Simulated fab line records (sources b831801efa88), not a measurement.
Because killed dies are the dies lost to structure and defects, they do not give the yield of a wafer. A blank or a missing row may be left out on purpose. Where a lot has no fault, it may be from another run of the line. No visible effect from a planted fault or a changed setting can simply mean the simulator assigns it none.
Which tool is to blame? ; flow gf180mcu ; Sampling: 13 lots, 39 wafers, 3 of 602 route steps

## WHAT THE GAUGES READ, wafer by wafer
GF_V5_THK_MEAS_25: measures by xrf.
lot;measured;on;V5_W_THK (nm)
L494;day 27 19:51;film_metro-04;353 351 354
L495;day 27 20:55;film_metro-03;354 359 362
L497;day 28 05:57;film_metro-01;349 352 349
L505;day 31 02:17;film_metro-01;346 345 348
L506;day 31 04:07;film_metro-04;350 352 351
L507;day 31 07:17;film_metro-04;354 347 348
L508;day 31 10:35;film_metro-01;351 348 357
L509;day 32 07:56;film_metro-01;348 348 352
L511;day 32 15:53;film_metro-01;348 345 344
L514;day 33 03:10;film_metro-03;353 355 353
L515;day 33 07:25;film_metro-03;356 354 358
L516;day 33 11:01;film_metro-04;355 352 355
L517;day 33 15:41;film_metro-04;355 354 353

## TOOL THAT RAN EACH LOT (tool first, then ch and the chambers of the sampled wafers, then the start)
lot;GF_SAB_ETCH_11;GF_M5_METAL_ETCH_10
L494;rie_diel-02 ch 1,2,3, day 15 15:23;rie_metal-03 ch 0,1, day 26 21:17
L495;rie_diel-04 ch 1,2,3, day 15 15:47;rie_metal-04 ch 0,1, day 26 22:19
L497;rie_diel-02 ch 1,2,3, day 16 05:47;rie_metal-01 ch 0,1, day 27 07:47
L505;rie_diel-02 ch 1,2, day 19 15:32;rie_metal-01 ch 0,1, day 30 05:40
L506;rie_diel-02 ch 1,3, day 19 17:00;rie_metal-04 ch 0,1, day 30 07:09
L507;rie_diel-04 ch 0,1,3, day 20 00:23;rie_metal-01 ch 1, day 30 10:25
L508;rie_diel-04 ch 1,2,3, day 20 07:30;rie_metal-04 ch 0,1, day 30 14:07
L509;rie_diel-03 ch 2,3, day 21 09:51;rie_metal-03 ch 1, day 31 12:07
L511;rie_diel-04 ch 2,3, day 21 21:09;rie_metal-01 ch 0,1, day 31 19:46
L514;rie_diel-04 ch 0,2,3, day 22 14:21;rie_metal-04 ch 1, day 32 08:35
L515;rie_diel-03 ch 0,1, day 22 19:44;rie_metal-01 ch 1, day 32 12:05
L516;rie_diel-02 ch 0,1,2, day 22 22:29;rie_metal-01 ch 1, day 32 16:26
L517;rie_diel-02 ch 0,2, day 23 09:14;rie_metal-01 ch 1, day 32 21:31
- GF_SAB_ETCH_11: etches SiO2 in C4F8/O2/Ar, target depth 55 nm, time 8.5 s.
- GF_M5_METAL_ETCH_10: etches the open film in Cl2/BCl3, stops on SiO2, target depth 627.5 nm, time 104.6 s.

## AS READ BY THE TOOLS THEMSELVES (means over the sampled wafers that have a number; for cases with no such wafer, the mark the record gives instead)
GF_SAB_ETCH_11.
lot;tool;bias_w (W);oes_product_au (a.u.)
L494;rie_diel-02;1200;1.009
L495;rie_diel-04;1198;0.996
L497;rie_diel-02;1201;0.991
L505;rie_diel-02;1199;1.003
L506;rie_diel-02;1198;1.004
L507;rie_diel-04;1200;1.000
L508;rie_diel-04;1200;1.013
L509;rie_diel-03;1202;1.008
L511;rie_diel-04;1201;1.008
L514;rie_diel-04;1200;1.007
L515;rie_diel-03;1202;1.000
L516;rie_diel-02;1198;1.004
L517;rie_diel-02;1199;1.011

GF_M5_METAL_ETCH_10.
lot;tool;bcl3_flow_sccm (sccm);bias_w (W);drypump_motor_current_A (A);oes_product_au (a.u.);throttle_valve_pct (%)
L494;rie_metal-03;40.07;139.4;5.8;0.971;28.259
L495;rie_metal-04;40.01;140.2;5.2;0.971;28.246
L497;rie_metal-01;40.03;140.0;6.0;0.972;28.252
L505;rie_metal-01;40.02;140.2;6.0;0.975;28.244
L506;rie_metal-04;40.03;139.7;5.6;0.974;28.245
L507;rie_metal-01;40.10;139.8;6.0;0.973;28.247
L508;rie_metal-04;40.07;139.7;5.6;0.967;28.241
L509;rie_metal-03;39.92;139.5;5.7;0.966;28.255
L511;rie_metal-01;40.11;139.7;6.0;0.972;28.229
L514;rie_metal-04;40.04;140.2;4.8;0.976;28.242
L515;rie_metal-01;39.99;139.9;6.0;0.974;28.243
L516;rie_metal-01;40.18;139.8;6.0;0.977;28.246
L517;rie_metal-01;39.89;139.9;6.0;0.970;28.253

## THE ANSWER, worked out from the rows above alone
Rule: the usual values come from the lots themselves. The widest of any qualifying gaps counts: lots, ordered by their means at a reading, are off when they make up no more than a third of the lots, leave a main group of 4 or more, and stand apart from it by 3 or more times the standard deviation of that group's means. If all means in a main group match to the digits the tables above print for the reading, that group is not used. Also off: a lot with no number at a reading for which 4 or more lots have one. Any other lot the step has rows for is counted as sound. First the gauges in route order, then the tools' own readings, where a lot's mean is used as printed above. At the first step where some lot is off, the reading lying furthest off is the one used; lots without a number count as furthest.
Across all readings shown, no lot is off: no conclusion can be drawn from this.

## WHAT THE SIMULATOR HAD INSERTED
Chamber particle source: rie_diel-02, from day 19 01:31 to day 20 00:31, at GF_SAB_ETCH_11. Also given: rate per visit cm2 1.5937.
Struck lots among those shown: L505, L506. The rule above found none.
